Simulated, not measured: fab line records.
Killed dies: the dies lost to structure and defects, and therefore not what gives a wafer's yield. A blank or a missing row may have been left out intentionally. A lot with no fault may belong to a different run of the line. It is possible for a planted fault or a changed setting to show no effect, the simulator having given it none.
What tool caused it? / flow gf180mcu / 39 wafers from 13 lots sampled at 3 of the route's 602 steps

WHAT THE GAUGES READ, wafer by wafer
GF_M3_RS_MEAS_05: uses a four-point probe to measure.
lot=L505; measured=day 20 12:26; on=film-metro-03; M3_ALCU_RS (ohm/sq)=0.0687 0.0692 0.0681
lot=L506; measured=day 21 05:49; on=film-metro-02; M3_ALCU_RS (ohm/sq)=0.0692 0.0670 0.0669
lot=L508; measured=day 21 21:56; on=film-metro-04; M3_ALCU_RS (ohm/sq)=0.0694 0.0684 0.0686
lot=L509; measured=day 22 04:18; on=film-metro-02; M3_ALCU_RS (ohm/sq)=0.0704 0.0686 0.0691
lot=L510; measured=day 22 19:46; on=film-metro-04; M3_ALCU_RS (ohm/sq)=0.0686 0.0705 0.0700
lot=L514; measured=day 24 03:28; on=film-metro-04; M3_ALCU_RS (ohm/sq)=0.0679 0.0679 0.0697
lot=L516; measured=day 24 15:45; on=film-metro-04; M3_ALCU_RS (ohm/sq)=0.0686 0.0683 0.0683
lot=L517; measured=day 25 04:13; on=film-metro-03; M3_ALCU_RS (ohm/sq)=0.0690 0.0676 0.0684
lot=L522; measured=day 26 15:41; on=film-metro-03; M3_ALCU_RS (ohm/sq)=0.0676 0.0689 0.0693
lot=L525; measured=day 27 13:02; on=film-metro-04; M3_ALCU_RS (ohm/sq)=0.0707 0.0707 0.0694
lot=L526; measured=day 27 23:48; on=film-metro-02; M3_ALCU_RS (ohm/sq)=0.0701 0.0706 0.0705
lot=L527; measured=day 28 02:14; on=film-metro-02; M3_ALCU_RS (ohm/sq)=0.0702 0.0709 0.0707
lot=L528; measured=day 28 07:20; on=film-metro-03; M3_ALCU_RS (ohm/sq)=0.0691 0.0704 0.0705

GF_V3_THK_MEAS_03.
lot=L505; measured=day 21 14:01; on=film-metro-02; V3_CVD_02_THK (nm)=854 849 853
lot=L506; measured=day 22 07:03; on=film-metro-02; V3_CVD_02_THK (nm)=847 857 859
lot=L508; measured=day 22 22:47; on=film-metro-02; V3_CVD_02_THK (nm)=846 833 862
lot=L509; measured=day 23 05:28; on=film-metro-04; V3_CVD_02_THK (nm)=855 860 875
lot=L510; measured=day 23 19:17; on=film-metro-04; V3_CVD_02_THK (nm)=858 871 862
lot=L514; measured=day 25 02:49; on=film-metro-01; V3_CVD_02_THK (nm)=861 837 850
lot=L516; measured=day 25 14:24; on=film-metro-04; V3_CVD_02_THK (nm)=843 861 858
lot=L517; measured=day 26 02:39; on=film-metro-04; V3_CVD_02_THK (nm)=848 863 866
lot=L522; measured=day 27 13:09; on=film-metro-01; V3_CVD_02_THK (nm)=826 836 836
lot=L525; measured=day 28 09:50; on=film-metro-01; V3_CVD_02_THK (nm)=839 838 842
lot=L526; measured=day 28 20:19; on=film-metro-04; V3_CVD_02_THK (nm)=839 848 853
lot=L527; measured=day 28 22:52; on=film-metro-04; V3_CVD_02_THK (nm)=841 838 854
lot=L528; measured=day 29 03:43; on=film-metro-04; V3_CVD_02_THK (nm)=846 845 846

WHAT TOOL EACH LOT RAN ON (gives the tool, then ch and the chambers of the sampled wafers, and finally the start)
lot=L505; GF_V1_CMP_04=cmp-02 ch 0,1,2, day 17 04:56
lot=L506; GF_V1_CMP_04=cmp-02 ch 0,1,3, day 17 23:24
lot=L508; GF_V1_CMP_04=cmp-01 ch 0,1,3, day 18 15:42
lot=L509; GF_V1_CMP_04=cmp-02 ch 0,1,2, day 18 21:57
lot=L510; GF_V1_CMP_04=cmp-01 ch 0,1,3, day 19 13:47
lot=L514; GF_V1_CMP_04=cmp-02 ch 0,1,3, day 20 23:13
lot=L516; GF_V1_CMP_04=cmp-02 ch 1,3, day 21 12:25
lot=L517; GF_V1_CMP_04=cmp-02 ch 0,1, day 22 03:04
lot=L522; GF_V1_CMP_04=cmp-01 ch 1,2,3, day 23 16:49
lot=L525; GF_V1_CMP_04=cmp-01 ch 0,2,3, day 24 16:40
lot=L526; GF_V1_CMP_04=cmp-01 ch 0,2,3, day 25 04:34
lot=L527; GF_V1_CMP_04=cmp-02 ch 0,1, day 25 06:31
lot=L528; GF_V1_CMP_04=cmp-02 ch 0,3, day 25 12:34
- GF_V1_CMP_04: polishes SiO2.

AS READ BY THE TOOLS THEMSELVES (means over the sampled wafers that have a number; for cases with no such wafer, the mark the record gives instead)
GF_V1_CMP_04.
lot=L505; tool=cmp-02; motor-current-A (A)=12.2; platen-rpm (rpm)=59.99; slurry-filter-dp-kPa (kPa)=13.47; time-to-endpoint-s (s)=84
lot=L506; tool=cmp-02; motor-current-A (A)=12.6; platen-rpm (rpm)=60.01; slurry-filter-dp-kPa (kPa)=13.44; time-to-endpoint-s (s)=82
lot=L508; tool=cmp-01; motor-current-A (A)=12.0; platen-rpm (rpm)=60.02; slurry-filter-dp-kPa (kPa)=13.54; time-to-endpoint-s (s)=85
lot=L509; tool=cmp-02; motor-current-A (A)=12.5; platen-rpm (rpm)=59.99; slurry-filter-dp-kPa (kPa)=13.54; time-to-endpoint-s (s)=86
lot=L510; tool=cmp-01; motor-current-A (A)=12.3; platen-rpm (rpm)=60.00; slurry-filter-dp-kPa (kPa)=13.47; time-to-endpoint-s (s)=86
lot=L514; tool=cmp-02; motor-current-A (A)=12.3; platen-rpm (rpm)=54.00; slurry-filter-dp-kPa (kPa)=13.50; time-to-endpoint-s (s)=96
lot=L516; tool=cmp-02; motor-current-A (A)=11.4; platen-rpm (rpm)=53.97; slurry-filter-dp-kPa (kPa)=13.48; time-to-endpoint-s (s)=87
lot=L517; tool=cmp-02; motor-current-A (A)=13.0; platen-rpm (rpm)=53.97; slurry-filter-dp-kPa (kPa)=13.58; time-to-endpoint-s (s)=96
lot=L522; tool=cmp-01; motor-current-A (A)=11.1; platen-rpm (rpm)=59.98; slurry-filter-dp-kPa (kPa)=13.46; time-to-endpoint-s (s)=81
lot=L525; tool=cmp-01; motor-current-A (A)=12.1; platen-rpm (rpm)=59.95; slurry-filter-dp-kPa (kPa)=13.48; time-to-endpoint-s (s)=77
lot=L526; tool=cmp-01; motor-current-A (A)=12.2; platen-rpm (rpm)=59.96; slurry-filter-dp-kPa (kPa)=13.51; time-to-endpoint-s (s)=81
lot=L527; tool=cmp-02; motor-current-A (A)=13.2; platen-rpm (rpm)=59.98; slurry-filter-dp-kPa (kPa)=13.43; time-to-endpoint-s (s)=90
lot=L528; tool=cmp-02; motor-current-A (A)=13.4; platen-rpm (rpm)=59.95; slurry-filter-dp-kPa (kPa)=13.60; time-to-endpoint-s (s)=89

THE ANSWER, worked out from the rows above alone
Rule: the lots themselves supply what counts as usual. The widest of any qualifying gaps counts: lots, ordered by their means at a reading, are off when they make up no more than a third of the lots, leave a main group of 4 or more, and stand apart from it by 3 or more times the standard deviation of that group's means. A main group is skipped when, at the precision printed for the reading in the tables above, its means are all equal. Also off: a lot with no number at a reading for which 4 or more lots have one. All remaining lots with rows at the step are treated as sound. After the gauges, taken in route order, come the tools' own readings; for these a lot's mean is taken, as printed above. At the first step where some lot is off, the reading lying furthest off is the one used; lots without a number count as furthest.
Off at GF_V1_CMP_04 (platen-rpm): L514, L516, L517. Main group: mean 59.98 rpm, sd 0.023.
If a tool, at that step or one of the process steps before it, ran each lot that is off and ran no sound lot following the first of them, it fits. None of those tried fits.

WHAT THE SIMULATOR HAD PUT IN
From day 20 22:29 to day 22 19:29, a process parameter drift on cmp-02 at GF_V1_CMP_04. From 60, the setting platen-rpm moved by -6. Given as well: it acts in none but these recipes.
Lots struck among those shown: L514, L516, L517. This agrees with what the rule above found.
